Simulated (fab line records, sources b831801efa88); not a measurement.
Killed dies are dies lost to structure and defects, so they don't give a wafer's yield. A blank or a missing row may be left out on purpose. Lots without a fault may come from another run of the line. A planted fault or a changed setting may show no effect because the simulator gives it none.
Problem report in the 8D (eight disciplines) form, filled by code | flow sky130 | the parts of the form that need people (team, actions taken, sign-off) are left out

1. THE PROBLEM
oes_product_au at SKY_LI_CONTACT_ETCH_15 reads a mean of 0.881 a.u. on 3 wafers of 2 lots; wafers without a fault read 0.837 a.u. with a standard deviation of 0.0048. That is +9.2 standard deviations from the usual mean.
The step: etches PSG in C4F8/O2/Ar, stops on Si, target depth 600 nm.
First seen on wafer L918.1, day 31 22:49, on rie_diel-02. The record holds 33 wafers of 11 lots with a number at this step. Rule for "out", or "out of limits": more than 4 standard deviations from the usual mean. The other wafers with a number count as sound.

2. WHAT IT IS AND WHAT IT IS NOT
question                    | is                       | is not
which readings at this step | oes_product_au           | rf_fwd_power_W
which lots                  | L918, L919               | L909, L910, L913, L916, L922, L927, L928, L930, L931
which wafers of those lots  | L918.1, L918.3, L919.3   | L918.5, L919.2, L919.6
read on which tools         | rie_diel-01, rie_diel-02 | rie_diel-04
when                        | from day 31 22:49        | up to then (13 sound wafers); but 17 sound wafers of L919, L922, L927, L928, L930, L931 came after

3. SUSPECTS, AND WHAT RULES EACH OUT
Counting: a tool at a process step up to the reading stays a suspect if it ran every lot that is out. Sound lots after the first of them don't rule it out here, since some wafers of a struck lot are sound.
- cmp-02 at SKY_LI_CONTACT_CMP_02 (polishes PSG): kept. It ran every lot that is out, first L918 (day 30 18:45); its last sound lot up to then is L913 (day 30 15:24).
- Within cmp-02 at SKY_LI_CONTACT_CMP_02: the wafers that are out ran in chambers 1, 3; their sound lot-mates ran in chambers 0, 2.
Left after counting: cmp-02 at SKY_LI_CONTACT_CMP_02.

4. THE CAUSE (what the simulator had put in)
Process parameter drift: cmp-02, from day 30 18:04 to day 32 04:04, at SKY_LI_CONTACT_CMP_02. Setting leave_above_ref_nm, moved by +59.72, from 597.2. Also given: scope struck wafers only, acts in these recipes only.
Counting left only this tool.

5. THE CHAIN OF EFFECTS, in route order
Each row: a reading whose mean over the struck wafers that have a number lies more than 3 standard deviations from the usual. Only readings for which the record gives a usual standard deviation are gone through. hours: the time from each lot's start at the first step in this table that gives one to its start at this step, as a median over the lots. sigmas: the change in usual standard deviations.
hours | step                   | reading        | usual      | on struck wafers | change | sigmas
0     | SKY_LI_CONTACT_ETCH_15 | oes_product_au | 0.837 a.u. | 0.881            | +0.044 | +9.2
The process steps in it:
- SKY_LI_CONTACT_ETCH_15: etches PSG in C4F8/O2/Ar, stops on Si, target depth 600 nm.

6. WHAT WOULD HAVE CAUGHT IT SOONER
In this record the first reading out of limits was taken at day 31 22:49, 29 hours after the fault began at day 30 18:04.
Of the tool readings at SKY_LI_CONTACT_CMP_02 for which the record gives a usual standard deviation, none was out on any struck wafer, so an alarm limit of 4 standard deviations on them would not have fired.
All the lots that are out (2) had begun SKY_LI_CONTACT_CMP_02 on cmp-02 by day 31 22:49. A hold on the tool at that time would have spared none of them.
